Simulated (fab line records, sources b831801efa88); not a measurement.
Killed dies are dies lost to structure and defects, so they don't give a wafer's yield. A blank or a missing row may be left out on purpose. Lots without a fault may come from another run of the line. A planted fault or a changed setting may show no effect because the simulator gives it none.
Which tool did it? | flow gf180mcu | 12 lots, 36 wafers sampled, at 4 steps of a route of 602

WHAT THE GAUGES READ, wafer by wafer
GF_V2_RS_MEAS_24: measures by four-point-probe.
lot  | measured     | on            | V2_W_RS (ohm/sq)
L319 | day 20 18:09 | film_metro-03 | 0.321 0.318 0.323
L320 | day 21 03:54 | film_metro-03 | 0.325 0.323 0.327
L322 | day 22 07:28 | film_metro-03 | 0.321 0.325 0.321
L326 | day 23 20:57 | film_metro-03 | 0.329 0.325 0.327
L328 | day 24 18:12 | film_metro-04 | 0.326 0.303 0.324
L329 | day 25 01:02 | film_metro-02 | 0.325 0.325 0.306
L331 | day 25 12:52 | film_metro-02 | 0.330 0.327 0.329
L336 | day 26 16:48 | film_metro-04 | 0.326 0.328 0.328
L338 | day 27 07:05 | film_metro-03 | 0.330 0.329 0.328
L339 | day 27 14:06 | film_metro-04 | 0.328 0.326 0.327
L340 | day 27 23:40 | film_metro-02 | 0.329 0.325 0.323
L341 | day 28 02:43 | film_metro-04 | 0.329 0.323 0.326

GF_V2_THK_MEAS_25: measures by xrf.
lot  | measured     | on            | V2_W_THK (nm)
L319 | day 20 18:16 | film_metro-03 | 351 353 349
L320 | day 21 04:00 | film_metro-03 | 346 351 344
L322 | day 22 07:35 | film_metro-03 | 348 344 349
L326 | day 23 21:04 | film_metro-03 | 342 345 343
L328 | day 24 18:17 | film_metro-04 | 350 378 352
L329 | day 25 01:07 | film_metro-02 | 344 341 364
L331 | day 25 12:58 | film_metro-02 | 337 340 339
L336 | day 26 16:53 | film_metro-04 | 346 347 348
L338 | day 27 07:13 | film_metro-03 | 334 339 337
L339 | day 27 14:13 | film_metro-04 | 345 346 344
L340 | day 27 23:46 | film_metro-02 | 336 343 344
L341 | day 28 02:49 | film_metro-04 | 346 352 349

WHICH TOOL RAN EACH LOT (tool, then ch and the chambers of the sampled wafers, then the start)
lot  | GF_M2_SPUTTER_04             | GF_V2_CVD_23
L319 | pvd_sputter-02, day 18 14:04 | cvd_w-02 ch 0,1, day 20 18:01
L320 | pvd_sputter-04, day 19 01:01 | cvd_w-02 ch 0,1, day 21 03:47
L322 | pvd_sputter-02, day 20 04:29 | cvd_w-01 ch 0,1, day 22 07:20
L326 | pvd_sputter-02, day 21 20:56 | cvd_w-01 ch 0,1, day 23 20:50
L328 | pvd_sputter-04, day 22 18:09 | cvd_w-02 ch 0,1, day 24 18:04
L329 | pvd_sputter-02, day 23 01:20 | cvd_w-02 ch 0,1, day 25 00:54
L331 | pvd_sputter-02, day 23 14:11 | cvd_w-01 ch 0,1, day 25 12:43
L336 | pvd_sputter-04, day 24 19:25 | cvd_w-01 ch 0,1, day 26 16:40
L338 | pvd_sputter-03, day 25 11:54 | cvd_w-01 ch 0,1, day 27 06:59
L339 | pvd_sputter-02, day 25 19:33 | cvd_w-01 ch 0,1, day 27 13:58
L340 | pvd_sputter-03, day 26 05:37 | cvd_w-02 ch 0,1, day 27 23:34
L341 | pvd_sputter-04, day 26 07:36 | cvd_w-02 ch 0,1, day 28 02:37
- GF_M2_SPUTTER_04: material TiN, target thk 50 nm, time 41.7 s.
- GF_V2_CVD_23: deposits W, target thk 350 nm, time 104.94 s.

WHAT THE TOOLS THEMSELVES READ (means of the sampled wafers that have a number; where no wafer has one, the mark that the record gives instead)
GF_M2_SPUTTER_04.
lot  | tool           | throttle_valve_pct (%)
L319 | pvd_sputter-02 | 29.8
L320 | pvd_sputter-04 | 29.6
L322 | pvd_sputter-02 | 29.6
L326 | pvd_sputter-02 | 29.8
L328 | pvd_sputter-04 | 29.4
L329 | pvd_sputter-02 | 29.6
L331 | pvd_sputter-02 | 29.7
L336 | pvd_sputter-04 | 29.3
L338 | pvd_sputter-03 | 30.5
L339 | pvd_sputter-02 | 29.6
L340 | pvd_sputter-03 | 30.1
L341 | pvd_sputter-04 | 29.3

GF_V2_CVD_23.
lot  | tool     | chamber_pressure_Torr (Torr) | heater_power_w (W) | susceptor_temp_C (C)
L319 | cvd_w-02 | 40.00                        | 824                | 399.98
L320 | cvd_w-02 | 40.02                        | 853                | 400.14
L322 | cvd_w-01 | 40.05                        | 802                | 400.03
L326 | cvd_w-01 | 39.98                        | 852                | 400.19
L328 | cvd_w-02 | 41.94                        | 850                | 399.95
L329 | cvd_w-02 | 41.70                        | 842                | 400.08
L331 | cvd_w-01 | 39.99                        | 867                | 399.93
L336 | cvd_w-01 | 40.02                        | 815                | 400.06
L338 | cvd_w-01 | 39.93                        | 868                | 400.00
L339 | cvd_w-01 | 40.07                        | 813                | 399.89
L340 | cvd_w-02 | 40.11                        | 851                | 400.13
L341 | cvd_w-02 | 40.02                        | 853                | 400.15

THE ANSWER, worked out from the rows above alone
Rule: what is usual is taken from the lots themselves. Put in order of their means at a reading, lots are off if they are a third of the lots or fewer, leave a main group of 4 or more, and stand apart from it by a gap of 3 or more times the standard deviation of the main group's means; of several such gaps the widest counts. A main group whose means are all the same, to the digits that the tables above print for the reading, isn't used. A lot without any number at a reading at which 4 lots or more have one is off too. The other lots that the step has rows for count as sound. The gauges are gone through in route order, then the tools' own readings, and for those a lot's mean is taken as printed above. The first step at which some lot is off is used, and at that step the reading that is off furthest; a lot without a number counts as furthest.
Off: L328, L329, at GF_V2_CVD_23 (chamber_pressure_Torr). The main group: mean 40.02 Torr, standard deviation 0.047.
A tool fits if, at that step or a process step before it, it ran every lot that is off, and no sound lot after the first of them. None of those tried fits.

WHAT THE SIMULATOR HAD PUT IN
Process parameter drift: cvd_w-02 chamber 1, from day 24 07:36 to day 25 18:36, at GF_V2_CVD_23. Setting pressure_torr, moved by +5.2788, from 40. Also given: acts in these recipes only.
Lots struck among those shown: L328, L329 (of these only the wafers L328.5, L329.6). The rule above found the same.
